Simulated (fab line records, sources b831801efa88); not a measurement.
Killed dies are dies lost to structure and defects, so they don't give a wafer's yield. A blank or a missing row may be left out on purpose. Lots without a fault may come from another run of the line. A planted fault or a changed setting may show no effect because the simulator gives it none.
Which tool did it? | flow gf180mcu | 13 lots, 39 wafers sampled, at 5 steps of a route of 602

WHAT THE GAUGES READ, wafer by wafer
GF_V4_THK_MEAS_03.
lot  | measured     | on            | V4_CVD_02_THK (nm)
L123 | day 23 16:31 | film_metro-01 | 834 836 838
L124 | day 24 04:16 | film_metro-03 | 837 870 854
L125 | day 24 15:30 | film_metro-03 | 843 851 854
L127 | day 25 08:00 | film_metro-03 | 850 854 857
L128 | day 25 18:52 | film_metro-04 | 849 842 856
L130 | day 26 11:19 | film_metro-04 | 840 841 854
L137 | day 28 11:16 | film_metro-04 | 857 863 860
L138 | day 28 20:22 | film_metro-01 | 850 841 850
L141 | day 29 13:00 | film_metro-04 | 847 849 864
L142 | day 29 21:08 | film_metro-01 | 852 839 852
L143 | day 30 00:36 | film_metro-03 | 850 856 862
L144 | day 30 07:16 | film_metro-03 | 861 874 863
L145 | day 30 14:02 | film_metro-04 | 844 857 850

GF_V4_CD_MEAS_14: target cd 260 nm.
lot  | measured     | on        | cd_nm (nm)
L123 | day 24 15:11 | cd_sem-02 | 260.4 259.4 259.7
L124 | day 25 02:31 | cd_sem-02 | 257.5 258.3 258.2
L125 | day 25 13:37 | cd_sem-01 | 259.8 260.4 260.7
L127 | day 26 05:28 | cd_sem-02 | 261.4 261.3 261.2
L128 | day 26 15:49 | cd_sem-01 | 260.3 259.4 259.3
L130 | day 27 08:32 | cd_sem-01 | 260.5 260.8 260.9
L137 | day 29 07:07 | cd_sem-01 | 268.7 268.0 268.4
L138 | day 29 15:51 | cd_sem-02 | 267.7 268.1 267.2
L141 | day 30 07:53 | cd_sem-01 | 260.5 259.8 260.3
L142 | day 30 15:31 | cd_sem-01 | 261.4 260.5 260.7
L143 | day 30 19:23 | cd_sem-02 | 260.9 259.9 261.1
L144 | day 31 01:31 | cd_sem-02 | 259.0 259.7 259.3
L145 | day 31 08:28 | cd_sem-01 | 260.7 259.9 261.4

GF_V4_OVL_MEAS_15.
lot  | measured     | on         | V4_OVL (nm)
L123 | day 24 15:19 | overlay-01 | -2 -4 -4
L124 | day 25 02:37 | overlay-01 | -16 -14 -13
L125 | day 25 13:44 | overlay-01 | 3 2 7
L127 | day 26 05:32 | overlay-01 | -2 -7 -6
L128 | day 26 15:56 | overlay-01 | 15 12 11
L130 | day 27 08:40 | overlay-01 | -2 -3 -4
L137 | day 29 07:12 | overlay-02 | 0 0 1
L138 | day 29 15:58 | overlay-01 | 3 1 4
L141 | day 30 08:01 | overlay-01 | 2 7 7
L142 | day 30 15:38 | overlay-02 | 5 0 -10
L143 | day 30 19:29 | overlay-01 | 2 2 7
L144 | day 31 01:37 | overlay-01 | 6 2 6
L145 | day 31 08:34 | overlay-01 | 2 -1 -3

WHICH TOOL RAN EACH LOT (tool, then ch and the chambers of the sampled wafers, then the start)
lot  | GF_V3_SPUTTER_22             | GF_V4_EXPOSE_11
L123 | pvd_sputter-02, day 22 16:11 | krf_scanner-02 ch 0, day 24 04:35
L124 | pvd_sputter-03, day 23 04:08 | krf_scanner-02 ch 0, day 24 15:43
L125 | pvd_sputter-03, day 23 15:40 | krf_scanner-01 ch 0, day 25 03:22
L127 | pvd_sputter-03, day 24 08:22 | krf_scanner-01 ch 0, day 25 19:17
L128 | pvd_sputter-03, day 24 19:17 | krf_scanner-01 ch 0, day 26 05:56
L130 | pvd_sputter-01, day 25 11:52 | krf_scanner-02 ch 0, day 26 22:43
L137 | pvd_sputter-01, day 27 13:58 | krf_scanner-02 ch 0, day 28 21:40
L138 | pvd_sputter-01, day 27 23:13 | krf_scanner-02 ch 0, day 29 06:27
L141 | pvd_sputter-02, day 28 16:20 | krf_scanner-01 ch 0, day 29 22:10
L142 | pvd_sputter-02, day 29 00:28 | krf_scanner-01 ch 0, day 30 07:12
L143 | pvd_sputter-01, day 29 04:03 | krf_scanner-01 ch 0, day 30 11:05
L144 | pvd_sputter-02, day 29 10:28 | krf_scanner-01 ch 0, day 30 16:35
L145 | pvd_sputter-01, day 29 17:39 | krf_scanner-01 ch 0, day 30 23:43
- GF_V3_SPUTTER_22: material TiN, target thk 10 nm, time 40 s.
- GF_V4_EXPOSE_11: exposes mask Via4, target cd 260 nm.

WHAT THE TOOLS THEMSELVES READ (means of the sampled wafers that have a number; where no wafer has one, the mark that the record gives instead)
GF_V3_SPUTTER_22.
lot  | tool           | throttle_valve_pct (%)
L123 | pvd_sputter-02 | 30.3
L124 | pvd_sputter-03 | 30.3
L125 | pvd_sputter-03 | 30.7
L127 | pvd_sputter-03 | 30.3
L128 | pvd_sputter-03 | 30.1
L130 | pvd_sputter-01 | 30.3
L137 | pvd_sputter-01 | 29.4
L138 | pvd_sputter-01 | 29.7
L141 | pvd_sputter-02 | 30.3
L142 | pvd_sputter-02 | 30.2
L143 | pvd_sputter-01 | 29.0
L144 | pvd_sputter-02 | 30.0
L145 | pvd_sputter-01 | 29.0

GF_V4_EXPOSE_11.
lot  | tool           | exposure_dose_mJ_cm2
L123 | krf_scanner-02 | 37.96
L124 | krf_scanner-02 | 37.95
L125 | krf_scanner-01 | 37.96
L127 | krf_scanner-01 | 37.96
L128 | krf_scanner-01 | 37.95
L130 | krf_scanner-02 | 37.94
L137 | krf_scanner-02 | 40.01
L138 | krf_scanner-02 | 40.00
L141 | krf_scanner-01 | 37.96
L142 | krf_scanner-01 | 38.00
L143 | krf_scanner-01 | 38.00
L144 | krf_scanner-01 | 37.92
L145 | krf_scanner-01 | 37.94

THE ANSWER, worked out from the rows above alone
Rule: what is usual is taken from the lots themselves. Put in order of their means at a reading, lots are off if they are a third of the lots or fewer, leave a main group of 4 or more, and stand apart from it by a gap of 3 or more times the standard deviation of the main group's means; of several such gaps the widest counts. A main group whose means are all the same, to the digits that the tables above print for the reading, isn't used. A lot without any number at a reading at which 4 lots or more have one is off too. The other lots that the step has rows for count as sound. The gauges are gone through in route order, then the tools' own readings, and for those a lot's mean is taken as printed above. The first step at which some lot is off is used, and at that step the reading that is off furthest; a lot without a number counts as furthest.
Off: L137, L138, at GF_V4_CD_MEAS_14 (cd_nm). The main group: mean 260.1 nm, standard deviation 0.87.
A tool fits if, at a process step before that reading, it ran every lot that is off, and no sound lot after the first of them. The gauges at GF_V4_CD_MEAS_14 aren't tried: what is off there is off at GF_V4_EXPOSE_11 too, on other tools, and a gauge's error can't cause that. One fits: krf_scanner-02 at GF_V4_EXPOSE_11. Its last sound lot is L130 (day 26 22:43), its first lot that is off L137 (day 28 21:40): a fault that began between those two fits.
The tool's own readings at GF_V4_EXPOSE_11 bear it out: on the lots that are off they differ by more than 5 times the standard deviation of the sound lots' means. exposure_dose_mJ_cm2 reads 40.00 there against 37.96 on the sound lots.

WHAT THE SIMULATOR HAD PUT IN
Process parameter drift: krf_scanner-02, from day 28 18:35 on, at GF_V4_EXPOSE_11. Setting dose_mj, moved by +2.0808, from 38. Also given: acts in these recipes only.
Lots struck among those shown: L137, L138. The rule above found the same.
